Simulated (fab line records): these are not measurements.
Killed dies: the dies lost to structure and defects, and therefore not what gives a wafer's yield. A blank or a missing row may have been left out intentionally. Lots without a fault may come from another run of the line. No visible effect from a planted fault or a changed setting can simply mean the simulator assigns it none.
Chamber matching / flow gf180mcu / 3 sister chambers for GF_V1_CVD_02 on pecvd-04
The step deposits SiO2 from TEOS, target thk 850 nm, time 94.851 s. 14 wafers are shown with their chamber, then 7 later ones without.

EACH WAFER AND ITS CHAMBER
wafer=L076.3; chamber=2; heaterPowerOuterW (W)=407; heaterPowerW (W)=663
wafer=L076.5; chamber=0; heaterPowerOuterW (W)=357; heaterPowerW (W)=639
wafer=L076.6; chamber=1; heaterPowerOuterW (W)=328; heaterPowerW (W)=671
wafer=L078.2; chamber=1; heaterPowerOuterW (W)=297; heaterPowerW (W)=610
wafer=L078.4; chamber=2; heaterPowerOuterW (W)=406; heaterPowerW (W)=659
wafer=L078.6; chamber=0; heaterPowerOuterW (W)=380; heaterPowerW (W)=645
wafer=L082.1; chamber=2; heaterPowerOuterW (W)=420; heaterPowerW (W)=707
wafer=L082.3; chamber=1; heaterPowerOuterW (W)=332; heaterPowerW (W)=665
wafer=L082.5; chamber=0; heaterPowerOuterW (W)=272; heaterPowerW (W)=514
wafer=L086.2; chamber=2; heaterPowerOuterW (W)=321; heaterPowerW (W)=583
wafer=L086.5; chamber=1; heaterPowerOuterW (W)=356; heaterPowerW (W)=701
wafer=L086.6; chamber=0; heaterPowerOuterW (W)=375; heaterPowerW (W)=654
wafer=L093.2; chamber=1; heaterPowerOuterW (W)=354; heaterPowerW (W)=703
wafer=L093.4; chamber=0; heaterPowerOuterW (W)=266; heaterPowerW (W)=514

SIGNATURES (averages over the wafers above)
reading=heaterPowerOuterW; chamber 0=330.00; chamber 1=333.40; chamber 2=388.50; scatter within a chamber=43.9
reading=heaterPowerW; chamber 0=593.20; chamber 1=670.00; chamber 2=653.00; scatter within a chamber=56.1
Rule: for a wafer and a chamber, the distance is found by dividing, reading by reading, the gap between the wafer's reading and the chamber's mean by the reading's scatter, squaring, summing and taking the root. If the next closest chamber is less than 2 further off than the closest, the wafer can't be placed; otherwise it belongs to the closest. The scatter is the square root of a quotient: the sum, over the shown wafers, of each reading's squared deviation from its chamber's mean, divided by wafers minus chambers.

WAFERS WITHOUT THEIR CHAMBER
wafer=L093.6; heaterPowerOuterW (W)=316; heaterPowerW (W)=580
wafer=L096.2; heaterPowerOuterW (W)=367; heaterPowerW (W)=646
wafer=L096.3; heaterPowerOuterW (W)=417; heaterPowerW (W)=681
wafer=L096.4; heaterPowerOuterW (W)=257; heaterPowerW (W)=573
wafer=L097.2; heaterPowerOuterW (W)=294; heaterPowerW (W)=618
wafer=L097.3; heaterPowerOuterW (W)=390; heaterPowerW (W)=678
wafer=L097.4; heaterPowerOuterW (W)=349; heaterPowerW (W)=633

CHAMBER TAKEN BY EACH
wafer=L093.6; from the rows above=can't be placed: 0 or 1 or 2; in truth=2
wafer=L096.2; from the rows above=can't be placed: 2 or 1 or 0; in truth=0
wafer=L096.3; from the rows above=can't be placed: 2 or 1 or 0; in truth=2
wafer=L096.4; from the rows above=can't be placed: 0 or 1 or 2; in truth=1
wafer=L097.2; from the rows above=can't be placed: 0 or 1 or 2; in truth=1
wafer=L097.3; from the rows above=can't be placed: 2 or 1 or 0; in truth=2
wafer=L097.4; from the rows above=can't be placed: 1 or 0 or 2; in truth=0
Correctly placed: 0 of 7. Cannot be placed on the basis of these rows: 7; the candidates contain the true chamber in 7. Placed wrongly: 0.
